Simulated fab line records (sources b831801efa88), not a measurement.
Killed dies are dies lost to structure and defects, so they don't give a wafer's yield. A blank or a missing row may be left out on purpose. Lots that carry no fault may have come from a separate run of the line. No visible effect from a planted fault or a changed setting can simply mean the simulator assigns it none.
What tool caused it? | flow sky130 | Sampling: 11 lots, 31 wafers, 7 of 708 route steps

== WHAT EACH GAUGE READ, for each wafer ==
SKY_SD_P_CD_MEAS_07: target cd 380 nm.
lot  | measured     | on       | cdNm (nm)
L857 | day 25 01:19 | cdSem-02 | 381.6 379.9 378.2
L858 | day 25 20:14 | cdSem-01 | 382.8 384.9 382.7
L862 | day 27 10:31 | cdSem-01 | 378.9 379.8 380.4
L863 | day 27 22:01 | cdSem-01 | 378.4 376.6 378.3
L865 | day 28 12:46 | cdSem-02 | 378.6 378.4 379.7
L866 | day 28 15:56 | cdSem-02 | 378.1 378.4 378.0
L873 | day 31 10:13 | cdSem-01 | 379.3 379.1 379.9
L876 | day 32 19:31 | cdSem-02 | 382.5 381.9
L877 | day 32 19:49 | cdSem-01 | 378.8 380.4
L878 | day 32 22:56 | cdSem-01 | 381.4 379.8 380.7
L879 | day 33 06:17 | cdSem-02 | 377.9 381.0 377.3

SKY_SD_P_TW_MEAS_11.
lot  | measured     | on           | SD_P_TW
L857 | day 25 01:44 | filmMetro-01 | 2891 2878 2872
L858 | day 25 20:38 | filmMetro-01 | 2866 2901 2885
L862 | day 27 10:55 | filmMetro-02 | 2800 2786 2793
L863 | day 27 22:25 | filmMetro-02 | 2794 2798 2794
L865 | day 28 13:10 | filmMetro-01 | 2851 2869 2860
L866 | day 28 16:20 | filmMetro-01 | 2854 2866 2870
L873 | day 31 10:35 | filmMetro-02 | 2798 2806 2794
L876 | day 32 19:55 | filmMetro-04 | 2609 2772
L877 | day 32 20:13 | filmMetro-04 | 2623 2611
L878 | day 32 23:19 | filmMetro-01 | 2860 2860 2846
L879 | day 33 06:41 | filmMetro-04 | 2772 2772 2763

SKY_SD_N_RS_MEAS_17: measurement is done with a four-point probe.
lot  | measured     | on           | SD_P_RS (ohm/sq)
L857 | day 27 11:53 | filmMetro-02 | 147.5 147.1 147.5
L858 | day 28 07:14 | filmMetro-04 | 147.6 147.1 147.3
L862 | day 29 19:53 | filmMetro-01 | 146.7 146.6 146.6
L863 | day 30 07:46 | filmMetro-04 | 147.6 147.5 147.1
L865 | day 30 20:28 | filmMetro-01 | 146.9 146.9 147.2
L866 | day 30 22:53 | filmMetro-04 | 147.3 147.6 147.4
L873 | day 33 16:41 | filmMetro-01 | 147.1 147.0 147.2
L876 | day 35 01:50 | filmMetro-02 | 151.6 147.0
L877 | day 35 02:01 | filmMetro-01 | 151.4 151.4
L878 | day 35 05:40 | filmMetro-01 | 147.4 147.3 146.8
L879 | day 35 11:35 | filmMetro-02 | 147.8 147.5 147.5

== TOOL THAT RAN EACH LOT (tool first, then ch and the chambers of the sampled wafers, then the start) ==
lot  | SKY_LDD_P_STRIP_10                  | SKY_LDD_HVP_STRIP_09                | SKY_SD_P_IMPLANT_09             | SKY_SD_P_STRIP_10
L857 | plasmaAsher-02 ch 0,1, day 18 16:02 | plasmaAsher-04 ch 1, day 21 05:19   | implanter-01 ch 0, day 25 01:29 | plasmaAsher-04 ch 0,1, day 25 01:38
L858 | plasmaAsher-01 ch 0,1, day 19 11:49 | plasmaAsher-02 ch 0,1, day 22 01:30 | implanter-01 ch 0, day 25 20:24 | plasmaAsher-01 ch 0,1, day 25 20:31
L862 | plasmaAsher-03 ch 0, day 21 05:01   | plasmaAsher-02 ch 0,1, day 23 17:19 | implanter-04 ch 0, day 27 10:40 | plasmaAsher-03 ch 0,1, day 27 10:49
L863 | plasmaAsher-01 ch 0,1, day 21 17:23 | plasmaAsher-02 ch 0,1, day 24 05:57 | implanter-04 ch 0, day 27 22:10 | plasmaAsher-03 ch 0,1, day 27 22:19
L865 | plasmaAsher-01 ch 0,1, day 22 08:02 | plasmaAsher-04 ch 0,1, day 24 20:16 | implanter-04 ch 0, day 28 12:55 | plasmaAsher-01 ch 0,1, day 28 13:04
L866 | plasmaAsher-01 ch 0,1, day 22 10:56 | plasmaAsher-03 ch 0,1, day 24 22:52 | implanter-04 ch 0, day 28 16:06 | plasmaAsher-01 ch 0,1, day 28 16:13
L873 | plasmaAsher-02 ch 0,1, day 25 09:03 | plasmaAsher-02 ch 0,1, day 27 19:12 | implanter-01 ch 0, day 31 10:23 | plasmaAsher-03 ch 0,1, day 31 10:30
L876 | plasmaAsher-03 ch 0,1, day 25 20:23 | plasmaAsher-02 ch 0,1, day 28 06:16 | implanter-04 ch 0, day 32 19:40 | plasmaAsher-03 ch 0,1, day 32 19:49
L877 | plasmaAsher-02 ch 0, day 26 19:02   | plasmaAsher-04 ch 1, day 29 03:36   | implanter-04 ch 0, day 32 19:58 | plasmaAsher-03 ch 0,1, day 32 20:07
L878 | plasmaAsher-01 ch 0,1, day 27 01:08 | plasmaAsher-04 ch 0,1, day 29 09:50 | implanter-02 ch 0, day 32 23:05 | plasmaAsher-01 ch 0,1, day 32 23:13
L879 | plasmaAsher-01 ch 0,1, day 27 09:43 | plasmaAsher-04 ch 0,1, day 29 18:48 | implanter-02 ch 0, day 33 06:27 | plasmaAsher-03 ch 1, day 33 06:34
- SKY_LDD_P_STRIP_10: strips in O2/N2.
- SKY_LDD_HVP_STRIP_09: strips in O2/N2.
- SKY_SD_P_IMPLANT_09
- SKY_SD_P_STRIP_10: strips in O2/N2.

== AS READ BY THE TOOLS THEMSELVES (means over the sampled wafers that have a number; for cases with no such wafer, the mark the record gives instead) ==
SKY_LDD_P_STRIP_10.
lot  | tool           | drypumpMotorCurrentA (A) | oesProductAu (a.u.) | stripTimeToEndpointS (s)
L857 | plasmaAsher-02 | 5.6                      | 0.720               | 14.16
L858 | plasmaAsher-01 | 6.6                      | 0.716               | 14.19
L862 | plasmaAsher-03 | 5.6                      | 0.712               | 14.12
L863 | plasmaAsher-01 | 6.6                      | 0.715               | 14.20
L865 | plasmaAsher-01 | 6.6                      | 0.718               | 14.21
L866 | plasmaAsher-01 | 6.5                      | 0.717               | 14.20
L873 | plasmaAsher-02 | 5.6                      | 0.717               | 14.20
L876 | plasmaAsher-03 | 5.7                      | 0.706               | 14.19
L877 | plasmaAsher-02 | 5.4                      | 0.718               | 14.18
L878 | plasmaAsher-01 | 6.6                      | 0.716               | 14.12
L879 | plasmaAsher-01 | 6.5                      | 0.717               | 14.19

SKY_LDD_HVP_STRIP_09.
lot  | tool           | drypumpMotorCurrentA (A) | oesProductAu (a.u.) | stripTimeToEndpointS (s)
L857 | plasmaAsher-04 | 5.21                     | 0.414               | 4.160
L858 | plasmaAsher-02 | 5.56                     | 0.415               | 4.153
L862 | plasmaAsher-02 | 5.55                     | 0.411               | 4.108
L863 | plasmaAsher-02 | 5.45                     | 0.410               | 4.144
L865 | plasmaAsher-04 | 5.42                     | 0.409               | 4.158
L866 | plasmaAsher-03 | 5.63                     | 0.406               | 4.157
L873 | plasmaAsher-02 | 5.46                     | 0.412               | 4.144
L876 | plasmaAsher-02 | 5.50                     | 0.407               | 4.159
L877 | plasmaAsher-04 | 5.19                     | 0.407               | 4.125
L878 | plasmaAsher-04 | 5.42                     | 0.410               | 4.112
L879 | plasmaAsher-04 | 5.43                     | 0.410               | 4.127

SKY_SD_P_IMPLANT_09.
lot  | tool         | beamEnergyKeV | faradayCurrentUA
L857 | implanter-01 | 20.005        | 11039
L858 | implanter-01 | 20.000        | 11253
L862 | implanter-04 | 19.999        | 11102
L863 | implanter-04 | 20.000        | 10836
L865 | implanter-04 | 19.999        | 10891
L866 | implanter-04 | 20.002        | 10797
L873 | implanter-01 | 20.007        | 11120
L876 | implanter-04 | 19.994        | 11017
L877 | implanter-04 | 19.998        | 11014
L878 | implanter-02 | 20.004        | 11182
L879 | implanter-02 | 19.994        | 10995

SKY_SD_P_STRIP_10.
lot  | tool           | drypumpMotorCurrentA (A) | oesProductAu (a.u.) | stripTimeToEndpointS (s)
L857 | plasmaAsher-04 | 5.5                      | 0.622               | 17.56
L858 | plasmaAsher-01 | 6.6                      | 0.615               | 17.55
L862 | plasmaAsher-03 | 5.7                      | 0.613               | 17.49
L863 | plasmaAsher-03 | 5.7                      | 0.615               | 17.50
L865 | plasmaAsher-01 | 6.5                      | 0.616               | 17.54
L866 | plasmaAsher-01 | 6.5                      | 0.620               | 17.54
L873 | plasmaAsher-03 | 5.7                      | 0.619               | 17.57
L876 | plasmaAsher-03 | 5.7                      | 0.626               | 17.21
L877 | plasmaAsher-03 | 5.7                      | 0.636               | 17.04
L878 | plasmaAsher-01 | 6.5                      | 0.617               | 17.49
L879 | plasmaAsher-03 | 5.7                      | 0.618               | 17.53

== THE ANSWER, worked out from the rows above alone ==
Rule: usual is defined by the lots themselves. Put in order of their means at a reading, lots are off if they are a third of the lots or fewer, leave a main group of 4 or more, and stand apart from it by a gap of 3 or more times the standard deviation of the main group's means; of several such gaps the widest counts. A main group is skipped when, at the precision printed for the reading in the tables above, its means are all equal. A lot without any number at a reading at which 4 lots or more have one is off too. Any other lot the step has rows for is counted as sound. First the gauges in route order, then the tools' own readings, where a lot's mean is used as printed above. At the first step where some lot is off, the reading lying furthest off is the one used; lots without a number count as furthest.
Off: L876, L877, at SKY_SD_N_RS_MEAS_17 (SD_P_RS). The main group has a mean of 147.2 ohm/sq with a standard deviation of 0.27.
If a tool, at a process step before that reading, ran all the lots that are off and no sound lot after the first of them, it fits. The gauges at SKY_SD_N_RS_MEAS_17 aren't tried: what is off there is off at SKY_SD_P_STRIP_10 too, on other tools, and a gauge's error can't cause that. One fits: SKY_SD_P_IMPLANT_09 on implanter-04. A fault onset in the window from L866 (day 28 16:06, its last sound lot) to L876 (day 32 19:40, its first lot off) fits.

== WHAT THE SIMULATOR PUT IN ==
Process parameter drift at SKY_SD_P_IMPLANT_09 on implanter-04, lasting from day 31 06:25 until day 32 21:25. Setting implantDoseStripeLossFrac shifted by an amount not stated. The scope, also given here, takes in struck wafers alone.
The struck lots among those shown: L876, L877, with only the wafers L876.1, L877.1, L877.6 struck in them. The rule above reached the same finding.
